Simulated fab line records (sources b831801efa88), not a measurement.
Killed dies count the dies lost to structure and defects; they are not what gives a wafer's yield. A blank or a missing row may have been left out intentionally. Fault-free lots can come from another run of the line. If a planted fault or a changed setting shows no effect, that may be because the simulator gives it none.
Which tool did it? + flow sky130 + 36 wafers from 12 lots sampled at 5 of the route's 708 steps

## WHAT THE GAUGES SHOWED, per wafer
SKY_LDD_P_OVL_MEAS_08.
| lot  | measured     | on         | LDD_P_OVL (nm) |
|------|--------------|------------|----------------|
| L459 | day 19 02:19 | overlay-01 | -1.1 2.4 -1.5  |
| L461 | day 19 20:38 | overlay-02 | 0.4 1.2 1.6    |
| L465 | day 21 13:43 | overlay-02 | -0.9 0.6 -0.7  |
| L468 | day 22 10:13 | overlay-01 | -0.4 -1.8 0.7  |
| L471 | day 23 14:07 | overlay-02 | -0.7 -0.5 1.3  |
| L474 | day 24 23:14 | overlay-02 | 1.0 1.5 -0.9   |
| L475 | day 25 08:25 | overlay-01 | -1.7 -1.2 -1.6 |
| L476 | day 25 09:25 | overlay-01 | -0.8 -0.3 -0.3 |
| L478 | day 26 08:10 | overlay-01 | 0.6 0.2 -0.2   |
| L479 | day 26 21:13 | overlay-01 | 1.7 1.4 0.7    |
| L480 | day 27 10:08 | overlay-02 | -0.6 0.7 1.1   |
| L481 | day 27 12:40 | overlay-01 | -3.9 -2.4 -4.4 |

SKY_LDD_HVN_OVL_MEAS_07.
| lot  | measured     | on         | LDD_HVN_OVL (nm) |
|------|--------------|------------|------------------|
| L459 | day 20 09:26 | overlay-02 | -1.2 -0.4 -0.3   |
| L461 | day 21 02:53 | overlay-01 | 2.1 1.2 -0.9     |
| L465 | day 22 19:56 | overlay-01 | -1.0 -0.7 -0.9   |
| L468 | day 23 15:49 | overlay-01 | -1.1 -0.9 -1.8   |
| L471 | day 24 20:29 | overlay-02 | 1.1 -1.3 -0.6    |
| L474 | day 26 04:02 | overlay-02 | -0.6 0.0 -3.3    |
| L475 | day 26 13:41 | overlay-02 | 0.4 0.6 -1.8     |
| L476 | day 26 14:56 | overlay-01 | -0.7 -1.1 -0.1   |
| L478 | day 27 13:29 | overlay-01 | -0.9 -0.6 -2.0   |
| L479 | day 28 02:02 | overlay-01 | -0.8 -0.1 -1.7   |
| L480 | day 28 14:32 | overlay-01 | -2.8 -2.2 -3.5   |
| L481 | day 28 17:26 | overlay-02 | 1.5 -1.6 -0.1    |

SKY_SD_N_RS_MEAS_16: measures by four-point-probe.
| lot  | measured     | on            | SD_N_RS (ohm/sq)  |
|------|--------------|---------------|-------------------|
| L459 | day 28 02:11 | film_metro-04 | 68.26 68.46 68.47 |
| L461 | day 28 18:02 | film_metro-02 | 68.53 68.61 68.59 |
| L465 | day 30 05:01 | film_metro-04 | 65.88 66.04 66.05 |
| L468 | day 31 00:43 | film_metro-02 | 66.23 66.23 66.20 |
| L471 | day 32 04:45 | film_metro-03 | 68.37 68.57 68.55 |
| L474 | day 33 07:44 | film_metro-02 | 68.61 68.74 68.75 |
| L475 | day 33 17:54 | film_metro-04 | 68.43 68.58 68.40 |
| L476 | day 33 18:48 | film_metro-02 | 68.80 68.83 68.82 |
| L478 | day 34 16:09 | film_metro-03 | 68.54 68.48 68.31 |
| L479 | day 35 02:16 | film_metro-03 | 68.49 68.34 68.62 |
| L480 | day 35 14:01 | film_metro-03 | 68.51 68.34 68.35 |
| L481 | day 35 17:32 | film_metro-02 | 68.79 68.82 68.88 |

## WHICH TOOL RAN EACH LOT (tool, then ch and the chambers of the sampled wafers, then the start)
| lot  | SKY_SD_N_IMPLANT_10             | SKY_SD_N_STRIP_11                    |
|------|---------------------------------|--------------------------------------|
| L459 | implanter-01 ch 0, day 28 01:38 | plasma_asher-01 ch 1, day 28 01:47   |
| L461 | implanter-01 ch 0, day 28 17:31 | plasma_asher-02 ch 0,1, day 28 17:40 |
| L465 | implanter-01 ch 0, day 30 04:10 | plasma_asher-01 ch 0,1, day 30 04:37 |
| L468 | implanter-04 ch 0, day 30 23:49 | plasma_asher-01 ch 0,1, day 31 00:16 |
| L471 | implanter-01 ch 0, day 32 04:10 | plasma_asher-01 ch 0,1, day 32 04:19 |
| L474 | implanter-04 ch 0, day 33 07:11 | plasma_asher-04 ch 0,1, day 33 07:20 |
| L475 | implanter-02 ch 0, day 33 17:22 | plasma_asher-02 ch 0,1, day 33 17:29 |
| L476 | implanter-01 ch 0, day 33 18:16 | plasma_asher-01 ch 0,1, day 33 18:23 |
| L478 | implanter-02 ch 0, day 34 15:37 | plasma_asher-01 ch 0,1, day 34 15:44 |
| L479 | implanter-01 ch 0, day 35 01:41 | plasma_asher-01 ch 0,1, day 35 01:50 |
| L480 | implanter-01 ch 0, day 35 13:26 | plasma_asher-04 ch 1, day 35 13:34   |
| L481 | implanter-04 ch 0, day 35 16:59 | plasma_asher-02 ch 0,1, day 35 17:08 |
- SKY_SD_N_IMPLANT_10
- SKY_SD_N_STRIP_11: strips in O2/N2.

## AS READ BY THE TOOLS THEMSELVES (means over the sampled wafers that have a number; for cases with no such wafer, the mark the record gives instead)
SKY_SD_N_IMPLANT_10.
| lot  | tool         | beam_on_s (s) |
|------|--------------|---------------|
| L459 | implanter-01 | 12.0          |
| L461 | implanter-01 | 12.1          |
| L465 | implanter-01 | 12.0          |
| L468 | implanter-04 | 10.2          |
| L471 | implanter-01 | 12.0          |
| L474 | implanter-04 | 10.2          |
| L475 | implanter-02 | 11.6          |
| L476 | implanter-01 | 11.9          |
| L478 | implanter-02 | 11.6          |
| L479 | implanter-01 | 12.2          |
| L480 | implanter-01 | 11.9          |
| L481 | implanter-04 | 10.1          |

SKY_SD_N_STRIP_11.
| lot  | tool            | drypump_motor_current_A (A) | n2_flow_sccm (sccm) | oes_product_au (a.u.) | strip_time_to_endpoint_s (s) |
|------|-----------------|-----------------------------|---------------------|-----------------------|------------------------------|
| L459 | plasma_asher-01 | 5.7                         | 298.4               | 0.528                 | 22.52                        |
| L461 | plasma_asher-02 | 5.7                         | 300.3               | 0.525                 | 22.58                        |
| L465 | plasma_asher-01 | 6.0                         | 299.6               | 0.526                 | 22.58                        |
| L468 | plasma_asher-01 | 6.0                         | 300.5               | 0.524                 | 22.53                        |
| L471 | plasma_asher-01 | 6.0                         | 299.9               | 0.528                 | 22.52                        |
| L474 | plasma_asher-04 | 6.2                         | 300.1               | 0.528                 | 22.57                        |
| L475 | plasma_asher-02 | 5.3                         | 300.5               | 0.527                 | 22.56                        |
| L476 | plasma_asher-01 | 5.8                         | 300.4               | 0.533                 | 22.51                        |
| L478 | plasma_asher-01 | 5.8                         | 300.0               | 0.529                 | 22.56                        |
| L479 | plasma_asher-01 | 6.0                         | 300.5               | 0.528                 | 22.57                        |
| L480 | plasma_asher-04 | 5.5                         | 300.3               | 0.523                 | 22.51                        |
| L481 | plasma_asher-02 | 5.7                         | 300.9               | 0.525                 | 22.52                        |

## THE ANSWER, worked out from the rows above alone
Rule: the lots themselves supply what counts as usual. The widest of any qualifying gaps counts: lots, ordered by their means at a reading, are off when they make up no more than a third of the lots, leave a main group of 4 or more, and stand apart from it by 3 or more times the standard deviation of that group's means. A main group whose means are all the same, to the digits that the tables above print for the reading, isn't used. Also off: a lot with no number at a reading for which 4 or more lots have one. Where the step has rows for the other lots, those lots are counted as sound. After the gauges, taken in route order, come the tools' own readings; for these a lot's mean is taken, as printed above. At the first step where some lot is off, the reading lying furthest off is the one used; lots without a number count as furthest.
Off: L465, L468, seen at SKY_SD_N_RS_MEAS_16 (SD_N_RS). For the main group the mean is 68.56 ohm/sq and the standard deviation 0.16.
A tool fits if, at a process step before that reading, it ran every lot that is off, and no sound lot after the first of them. Gauges at SKY_SD_N_RS_MEAS_16: tried the same way as those tools. None of those tried fits.

## WHAT HAD BEEN PUT IN BY THE SIMULATOR
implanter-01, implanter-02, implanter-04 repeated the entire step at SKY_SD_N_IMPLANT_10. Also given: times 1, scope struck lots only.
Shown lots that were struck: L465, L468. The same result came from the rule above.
